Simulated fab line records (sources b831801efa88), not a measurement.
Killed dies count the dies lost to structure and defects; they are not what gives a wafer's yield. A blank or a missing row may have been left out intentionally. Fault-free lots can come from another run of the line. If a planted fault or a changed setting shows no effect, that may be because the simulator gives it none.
Split-lot experiment    flow sfq-line    on a route of 325 steps: 5 lots, 23 wafers read

ON THE SPLIT
At SFQ_TRILAYER_M7_LITHO_PEB_180 (peb time 60 s), the setting peb-temp-c was moved away from the recipe's 115 C on 6 of the 23 wafers read, by +1.7% to +2.8%. The other wafers ran this setting at the recipe's value.

FROM THE SPLIT TO THE READING: what the file shows between them, 1 step
- SFQ_TRILAYER_M7_LITHO_DEVELOP_179: time 60 s

THE READING
M7.cd-nm (the simulator's own value, which no gauge read), in nm, at SFQ_TRILAYER_M7_BARC_OPEN_METAL_ETCH_229 (etches BARC in O2, target depth 125 nm, time 41.7 s). The file gives no usual value for it. Here, 17 wafers ran the recipe; their average is 500.1 nm with a standard deviation of 1 nm.

wafer   tool, chamber at the split  peb-temp-c as run, C  against the recipe  M7.cd-nm, nm  against lot-mates on the recipe
L079.2  litho-track-03, 0           118.2                 +2.8%               446.4         -53.3
L079.3  litho-track-03, 0           118.2                 +2.8%               448.2         -51.5
L079.4  litho-track-03, 0           115                   recipe              500.2         -
L079.5  litho-track-03, 0           115                   recipe              500.7         -
L079.6  litho-track-03, 0           115                   recipe              498.2         -
L081.3  litho-track-03, 0           115                   recipe              500.9         -
L081.5  litho-track-03, 0           115                   recipe              500.2         -
L081.6  litho-track-03, 0           115                   recipe              500.3         -
L083.1  litho-track-01, 0           117                   +1.7%               465.4         -35.1
L083.2  litho-track-01, 0           115                   recipe              499.6         -
L083.4  litho-track-01, 0           115                   recipe              499.9         -
L083.5  litho-track-01, 0           117                   +1.7%               467.1         -33.4
L083.6  litho-track-01, 0           115                   recipe              502.1         -
L084.1  litho-track-04, 0           115                   recipe              499.6         -
L084.2  litho-track-04, 0           115                   recipe              499.2         -
L084.3  litho-track-04, 0           115                   recipe              501.1         -
L084.4  litho-track-04, 0           115                   recipe              500.7         -
L084.6  litho-track-04, 0           115                   recipe              501.7         -
L085.1  litho-track-04, 0           118.1                 +2.7%               450.2         -48.9
L085.2  litho-track-04, 0           115                   recipe              498.9         -
L085.3  litho-track-04, 0           118.1                 +2.7%               449.3         -49.8
L085.4  litho-track-04, 0           115                   recipe              499.1         -
L085.5  litho-track-04, 0           115                   recipe              499.3         -

THE FIT
A straight line over all 23 wafers: M7.cd-nm changes by -18.9 nm for each +1% of peb-temp-c; r = -1.00; the points scatter about the line by 1 nm.
The same after taking each lot's own level away (the mean of its wafers on the recipe; 23 wafers): -18.7 nm for each +1%; r = -1.00; scatter 1.1 nm.
Per that fit: largest peb-temp-c move, reading shift of 52 nm.
The lots' own levels span 499.10 to 500.53 nm, that is 1.4 times the standard deviation above.
The two slopes are in agreement: the lot-to-lot level therefore moves the slope only a little.
Check: -51.9 nm against its lot-mates is what the line predicts for one of the wafers moved furthest among these (+2.8%) when that wafer is left out of the fit. Against them it came out at -53.3 nm.

THE FILE'S OWN FIT
M7.cd-nm changes by -18.8 nm for each +1% of peb-temp-c, r = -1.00.
